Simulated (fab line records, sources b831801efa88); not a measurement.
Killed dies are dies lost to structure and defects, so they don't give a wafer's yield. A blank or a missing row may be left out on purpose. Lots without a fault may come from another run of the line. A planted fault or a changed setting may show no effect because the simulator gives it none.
Which tool did it? | flow sky130 | 12 lots, 36 wafers sampled, at 5 steps of a route of 708

WHAT THE GAUGES READ, wafer by wafer
SKY_NWELL_THK_MEAS_02.
lot  | measured    | on            | NWELL_OXIDATION_THK (nm)
L752 | day 2 14:02 | film_metro-03 | 9.88 9.94 9.87
L754 | day 2 23:36 | film_metro-03 | 10.04 9.94 9.95
L755 | day 3 06:14 | film_metro-03 | 9.79 9.44 9.61
L756 | day 3 10:27 | film_metro-03 | 10.07 9.98 9.66
L757 | day 3 15:16 | film_metro-02 | 10.19 10.36 10.30
L759 | day 4 05:14 | film_metro-02 | 9.98 9.91 10.22
L763 | day 5 05:26 | film_metro-02 | 10.01 10.03 9.92
L761 | day 5 05:27 | film_metro-03 | 10.37 10.18 10.28
L771 | day 6 18:46 | film_metro-03 | 10.16 9.92 9.83
L772 | day 6 23:11 | film_metro-02 | 9.83 9.70 9.94
L774 | day 7 09:02 | film_metro-01 | 10.18 10.10 10.13
L775 | day 7 13:59 | film_metro-02 | 10.41 10.10 10.15

SKY_VT_ADJUST_PCH_TW_MEAS_10.
lot  | measured     | on            | VT_ADJUST_PCH_TW
L752 | day 10 06:34 | film_metro-04 | 143.3 143.0 143.0
L754 | day 10 23:02 | film_metro-02 | 143.5 142.5 142.8
L755 | day 11 05:14 | film_metro-04 | 142.2 142.9 143.1
L756 | day 11 09:37 | film_metro-03 | 145.1 145.0 144.5
L757 | day 11 17:47 | film_metro-04 | 142.8 142.0 142.9
L759 | day 12 11:41 | film_metro-04 | 143.5 142.9 143.8
L763 | day 14 05:20 | film_metro-04 | 143.1 143.3 142.9
L761 | day 14 03:20 | film_metro-03 | 144.9 144.1 144.3
L771 | day 16 12:38 | film_metro-04 | 137.1 137.9 137.8
L772 | day 16 22:14 | film_metro-03 | 138.1 138.0 138.0
L774 | day 17 12:58 | film_metro-04 | 144.0 143.5 144.2
L775 | day 17 15:35 | film_metro-04 | 143.1 144.2 143.7

SKY_LI_CONTACT_OVL_MEAS_13.
lot  | measured     | on         | LI_CONTACT_OVL (nm)
L752 | day 28 21:31 | overlay-02 | -8 -7 -4
L754 | day 29 15:57 | overlay-01 | 1 -1 -1
L755 | day 29 20:41 | overlay-02 | 3 0 -2
L756 | day 30 03:52 | overlay-02 | 1 -8 4
L757 | day 30 13:49 | overlay-01 | 5 0 1
L759 | day 31 12:00 | overlay-02 | 3 1 1
L763 | day 33 15:16 | overlay-02 | -1 -3 -3
L761 | day 33 04:38 | overlay-02 | 0 -3 1
L771 | day 35 21:29 | overlay-02 | -1 -4 -2
L772 | day 36 03:26 | overlay-02 | 4 1 8
L774 | day 36 06:46 | overlay-02 | 0 -2 6
L775 | day 36 09:50 | overlay-02 | -10 -2 -10

WHICH TOOL RAN EACH LOT (tool, then ch and the chambers of the sampled wafers, then the start)
lot  | SKY_VT_ADJUST_HVTP_STRIP_10          | SKY_VT_ADJUST_PCH_IMPLANT_08
L752 | plasma_asher-02 ch 0,1, day 6 01:04  | implanter-04 ch 0, day 10 06:19
L754 | plasma_asher-01 ch 0,1, day 6 13:17  | implanter-02 ch 0, day 10 22:49
L755 | plasma_asher-01 ch 0,1, day 6 22:13  | implanter-03 ch 0, day 11 04:59
L756 | plasma_asher-04 ch 0,1, day 6 23:28  | implanter-02 ch 0, day 11 09:22
L757 | plasma_asher-01 ch 0,1, day 7 07:13  | implanter-04 ch 0, day 11 17:32
L759 | plasma_asher-04 ch 0,1, day 7 23:34  | implanter-02 ch 0, day 12 11:28
L763 | plasma_asher-02 ch 1, day 9 06:28    | implanter-04 ch 0, day 14 05:07
L761 | plasma_asher-02 ch 0,1, day 9 05:08  | implanter-02 ch 0, day 14 03:08
L771 | plasma_asher-02 ch 0,1, day 11 03:03 | implanter-02 ch 0, day 16 12:23
L772 | plasma_asher-04 ch 0,1, day 11 10:40 | implanter-02 ch 0, day 16 21:59
L774 | plasma_asher-01 ch 0,1, day 11 23:00 | implanter-03 ch 0, day 17 12:43
L775 | plasma_asher-04 ch 0, day 12 02:34   | implanter-04 ch 0, day 17 15:20
- SKY_VT_ADJUST_HVTP_STRIP_10: strips in O2/N2.
- SKY_VT_ADJUST_PCH_IMPLANT_08

WHAT THE TOOLS THEMSELVES READ (means of the sampled wafers that have a number; where no wafer has one, the mark that the record gives instead)
SKY_VT_ADJUST_HVTP_STRIP_10.
lot  | tool            | drypump_motor_current_A (A) | oes_product_au (a.u.) | strip_time_to_endpoint_s (s)
L752 | plasma_asher-02 | 5.0                         | 0.716                 | 14.16
L754 | plasma_asher-01 | 5.4                         | 0.717                 | 14.16
L755 | plasma_asher-01 | 5.3                         | 0.717                 | 14.18
L756 | plasma_asher-04 | 5.9                         | 0.715                 | 14.24
L757 | plasma_asher-01 | 5.4                         | 0.716                 | 14.15
L759 | plasma_asher-04 | 5.8                         | 0.717                 | 14.25
L763 | plasma_asher-02 | 4.7                         | 0.716                 | 14.17
L761 | plasma_asher-02 | 5.0                         | 0.717                 | 14.16
L771 | plasma_asher-02 | 5.0                         | 0.717                 | 14.25
L772 | plasma_asher-04 | 5.8                         | 0.708                 | 14.16
L774 | plasma_asher-01 | 5.3                         | 0.714                 | 14.20
L775 | plasma_asher-04 | 5.9                         | 0.720                 | 14.18

SKY_VT_ADJUST_PCH_IMPLANT_08.
lot  | tool         | dose_ions_cm2 | faraday_current_uA
L752 | implanter-04 | 5e+11         | 2.81
L754 | implanter-02 | 5e+11         | 2.81
L755 | implanter-03 | 5e+11         | 2.87
L756 | implanter-02 | 5e+11         | 2.83
L757 | implanter-04 | 5e+11         | 2.85
L759 | implanter-02 | 5e+11         | 2.88
L763 | implanter-04 | 5e+11         | 2.83
L761 | implanter-02 | 5e+11         | 2.86
L771 | implanter-02 | 4e+11         | 2.38
L772 | implanter-02 | 4e+11         | 2.41
L774 | implanter-03 | 5e+11         | 2.83
L775 | implanter-04 | 5e+11         | 2.79

THE ANSWER, worked out from the rows above alone
Rule: what is usual is taken from the lots themselves. Put in order of their means at a reading, lots are off if they are a third of the lots or fewer, leave a main group of 4 or more, and stand apart from it by a gap of 3 or more times the standard deviation of the main group's means; of several such gaps the widest counts. A main group whose means are all the same, to the digits that the tables above print for the reading, isn't used. A lot without any number at a reading at which 4 lots or more have one is off too. The other lots that the step has rows for count as sound. The gauges are gone through in route order, then the tools' own readings, and for those a lot's mean is taken as printed above. The first step at which some lot is off is used, and at that step the reading that is off furthest; a lot without a number counts as furthest.
Off: L771, L772, at SKY_VT_ADJUST_PCH_TW_MEAS_10 (VT_ADJUST_PCH_TW). The main group: mean 143.5, standard deviation 0.71.
A tool fits if, at a process step before that reading, it ran every lot that is off, and no sound lot after the first of them. The gauges at SKY_VT_ADJUST_PCH_TW_MEAS_10 aren't tried: what is off there is off at SKY_VT_ADJUST_PCH_IMPLANT_08 too, on other tools, and a gauge's error can't cause that. One fits: implanter-02 at SKY_VT_ADJUST_PCH_IMPLANT_08. Its last sound lot is L761 (day 14 03:08), its first lot that is off L771 (day 16 12:23): a fault that began between those two fits.
The tool's own readings at SKY_VT_ADJUST_PCH_IMPLANT_08 bear it out: on the lots that are off they differ by more than 5 times the standard deviation of the sound lots' means. dose_ions_cm2 reads 4e+11 there against 5e+11 on the sound lots; faraday_current_uA reads 2.40 there against 2.84 on the sound lots.

WHAT THE SIMULATOR HAD PUT IN
Process parameter drift: implanter-02, from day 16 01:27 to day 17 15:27, at SKY_VT_ADJUST_PCH_IMPLANT_08. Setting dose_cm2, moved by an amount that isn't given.
Lots struck among those shown: L771, L772. The rule above found the same.
